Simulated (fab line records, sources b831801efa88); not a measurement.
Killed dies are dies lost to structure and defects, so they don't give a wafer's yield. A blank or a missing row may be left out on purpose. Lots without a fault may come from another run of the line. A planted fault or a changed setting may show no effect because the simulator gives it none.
One fault seen from 2 desks | flow gf180mcu | each desk has only its own numbers; what lay behind them comes last

THE TOOL OWNER'S DESK: cvd_w-02
The tool's own readings at GF_V3_CVD_23 (deposits W, target thk 350 nm, time 104.9 s): means of the sampled wafers that have a number, for each lot that ran on this tool. A lot is out of limits, marked OUT, if its mean lies more than 4 standard deviations from the usual mean; the brackets give that distance.
Columns: A = heater_power_w at GF_V3_CVD_23, usual 915 W
lot  | first seen here | A
L914 | day 22 18:29    | 893
L916 | day 23 06:25    | 823
L918 | day 24 03:03    | 963
L921 | day 24 22:59    | 968
L924 | day 26 01:32    | 895
L926 | day 26 16:11    | 891
L927 | day 27 01:34    | 828
L928 | day 27 09:05    | 981
L929 | day 27 10:38    | 893
This desk's finding: nothing out of limits on any of the 9 lots.

THE METROLOGY DESK
What the gauges read, lot by lot, whatever tool the lot ran on: means of the sampled wafers that have a number. A lot is out of limits, marked OUT, if its mean lies more than 4 standard deviations from the usual mean; the brackets give that distance.
Columns: A = TOP_METAL_ALCU_RS at GF_TOP_METAL_RS_MEAS_05, usual 0.0327 ohm/sq
lot  | first seen here | A
L914 | day 27 13:30    | 0.0327
L916 | day 28 01:10    | 0.0321
L917 | day 28 02:11    | 0.0330
L915 | day 28 03:28    | 0.0323
L918 | day 28 17:38    | 0.0332
L921 | day 29 11:58    | 0.0330
L920 | day 29 12:34    | 0.0331
L924 | day 30 12:14    | 0.0326
L926 | day 31 00:25    | 0.0332
L927 | day 31 09:29    | 0.0323
L928 | day 31 16:46    | 0.0326
L929 | day 31 17:40    | 0.0322
L930 | day 32 01:54    | 0.0329
L936 | day 33 08:58    | 0.0330
This desk's finding: nothing out of limits on any of the 14 lots.

PUT TOGETHER
The tool owner's desk saw nothing out of limits.
The metrology desk saw nothing out of limits.

WHAT THE SIMULATOR HAD PUT IN
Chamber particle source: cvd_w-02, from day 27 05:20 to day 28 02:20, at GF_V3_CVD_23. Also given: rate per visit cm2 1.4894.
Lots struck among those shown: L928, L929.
